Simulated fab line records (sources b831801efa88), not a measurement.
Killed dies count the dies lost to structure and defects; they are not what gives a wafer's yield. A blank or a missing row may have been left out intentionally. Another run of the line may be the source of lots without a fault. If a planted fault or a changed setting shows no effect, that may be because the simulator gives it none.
Struck lot and sound lot, side by side || flow sky130 || 35 steps out of a route of 708
Sound: wafers L976.3, L976.4, L976.6. Struck: wafers L984.1, L984.4, L984.5. At the end, the cause is stated.
For every step that has rows: the tool of each side, followed by ch and its chambers, followed by its first start. Under that, the readings that differ: sound wafers || struck wafers || difference of the means || sigmas: that difference in standard deviations of wafers without a fault.
alike: same words and numbers on both sides, and readings whose means sit less than 2 such deviations apart. not compared: any withheld reading, any reading some wafer has no value for, any bound like >300 that may hide the same value, and any number with overlapping values for which the record gives no deviation.
Wherever a step has rows on one side only, a row that says differs or no value, or a row with sigmas, the two part there. Numbers that have no deviation but don't overlap get no sigmas and don't part them. A reading missing from all wafers of one side parts the sides only when that side holds two or more wafers.

first, 8 steps without rows for these wafers: SKY_CAPM_SPUTTER_02 (material TiN, target thk 200 nm, time 166.7 s); SKY_CAPM_DEHYDRATE_05 (time 60 s); SKY_CAPM_HMDS_06 (prime time 60 s); SKY_CAPM_COAT_07 (resist thk 1140 nm); SKY_CAPM_SOFTBAKE_08 (time 60 s); SKY_CAPM_EXPOSE_09 (exposes mask CAPM, target cd 1000 nm); SKY_CAPM_PEB_10; SKY_CAPM_DEVELOP_11 (develop time 60 s).
SKY_CAPM_METAL_ETCH_13: etches TiN in Cl2/BCl3, stops on SiO2, target depth 220 nm, time 62.9 s.
  sound on rieMetal-04 ch 0, day 39 20:50; struck on rieMetal-04 ch 1, day 42 00:05
{"reading": "drypumpMotorCurrentA (A)", "sound": "6.4 6.4 6.4", "struck": "5.2 5.2 5.2", "difference": -1.2, "sigmas": -3}
  alike: biasW, oesProductAu, throttleValvePct
  not compared: rfHoursCounterH
then, 25 steps without rows for these wafers: SKY_CAPM_STRIP_14 (strips in O2/N2); SKY_CAPM_STRIP_15 (strips in post etch residue remover, time 1200 s); SKY_CAPM_CLEAN_16 (cleans in IPA, time 180 s); SKY_CAPM_CLEAN_17 (cleans in O3/DIW); SKY_METAL3_DEHYDRATE_05 (time 60 s); SKY_METAL3_HMDS_06 (prime time 60 s); SKY_METAL3_COAT_07 (resist thk 60 nm); SKY_METAL3_COAT_08 (resist thk 1140 nm); SKY_METAL3_SOFTBAKE_09 (time 90 s); SKY_METAL3_EXPOSE_10 (exposes mask MM3, target cd 300 nm); SKY_METAL3_PEB_11; SKY_METAL3_DEVELOP_12 (develop time 60 s); SKY_METAL3_DESCUM_15 (chemistry O2, time 8 s); SKY_METAL3_ETCH_16 (etches BARC in N2/H2, stops on SiO2, time 88.2 s, target depth 60 nm); SKY_METAL3_ETCH_17 (etches SiO2 in C4F8/O2/Ar, stops on TiN, time 3.9 s, target depth 15 nm); SKY_METAL3_METAL_ETCH_18 (etches the open film in Cl2/BCl3, stops on SiO2, target depth 845 nm, time 183.1 s); SKY_METAL3_STRIP_19 (strips in O2/N2); SKY_METAL3_STRIP_20 (strips in post etch residue remover, time 1200 s); SKY_METAL3_CLEAN_21 (cleans in IPA, time 180 s); SKY_METAL3_CLEAN_22 (cleans in O3/DIW); SKY_VIA3_HDPCVD_00 (deposits SiO2, target thk 1635 nm, time 272.5 s); SKY_VIA3_CMP_02 (polishes SiO2); SKY_VIA3_DEHYDRATE_04 (time 60 s); SKY_VIA3_HMDS_05 (prime time 60 s); SKY_VIA3_COAT_06 (resist thk 60 nm).
-- the record jumps here: 7 days lie between the struck wafers' starts before and after (it left off in module VIA3 and takes up again in module PAD_OPEN, whose first step shown is number 708 of the route) --
SKY_PAD_OPEN_PROBE_99:
  struck on prober-02, day 49 11:27; sound on prober-02, day 47 17:10
{"reading": "hold", "sound": "- - -", "struck": "awaitDispo/1.2h/release awaitDispo/1.2h/release awaitDispo/1.2h/release", "difference": "no value on the sound wafers", "sigmas": ""}
{"reading": "defectLimitedYield (%)", "sound": "86.6 82.9 79.7", "struck": "78.5 71.7 78.5", "difference": -6.8, "sigmas": -4}
{"reading": "killedAtOther", "sound": "0 0 1", "struck": "46 56 47", "difference": "+49", "sigmas": "+88"}
{"reading": "killedDies", "sound": "66 84 100", "struck": "106 139 106", "difference": "+34", "sigmas": "+4"}
{"reading": "sort_bin_3_pad_short (%)", "sound": "0.2 0.6 1.6", "struck": "2.4 2.4 2.2", "difference": "+1.5", "sigmas": "+4"}
{"reading": "sort_bin_5_function (%)", "sound": "7.7 10.6 12.8", "struck": "13.4 17.1 12.8", "difference": "+4.1", "sigmas": "+3"}
{"reading": "sortNPass", "sound": "426 408 392", "struck": "386 353 386", "difference": -34, "sigmas": -4}
{"reading": "sortYieldPct (%)", "sound": "86.6 82.9 79.7", "struck": "78.5 71.7 78.5", "difference": -6.8, "sigmas": -4}
{"reading": "model.etest.tester.sortNPass", "sound": "426 408 392", "struck": "386 353 386", "difference": -34, "sigmas": ""}
{"reading": "model.etest.tester.sortYieldPct (%)", "sound": "86.59 82.93 79.67", "struck": "78.46 71.75 78.46", "difference": -6.84, "sigmas": ""}
{"reading": "model.etest.tester.sort_bin_3_pct (%)", "sound": "0.2033 0.6098 1.626", "struck": "2.439 2.439 2.236", "difference": "+1.558", "sigmas": ""}
  alike: killed_at_M0_to_M3, killed_at_M4_up, killedAtContacts, killedAtFrontEnd, killedOpen, killedShort, sort_bin_6_memory
  not compared: model.etest.tester.sort_bin_5_pct

WHERE THEY PART
At SKY_CAPM_METAL_ETCH_13 first; at SKY_PAD_OPEN_PROBE_99 last (within this record only).

WHY: whatever the simulator had introduced
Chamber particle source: rieMetal-04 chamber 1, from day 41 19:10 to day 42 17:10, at SKY_CAPM_METAL_ETCH_13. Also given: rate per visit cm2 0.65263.
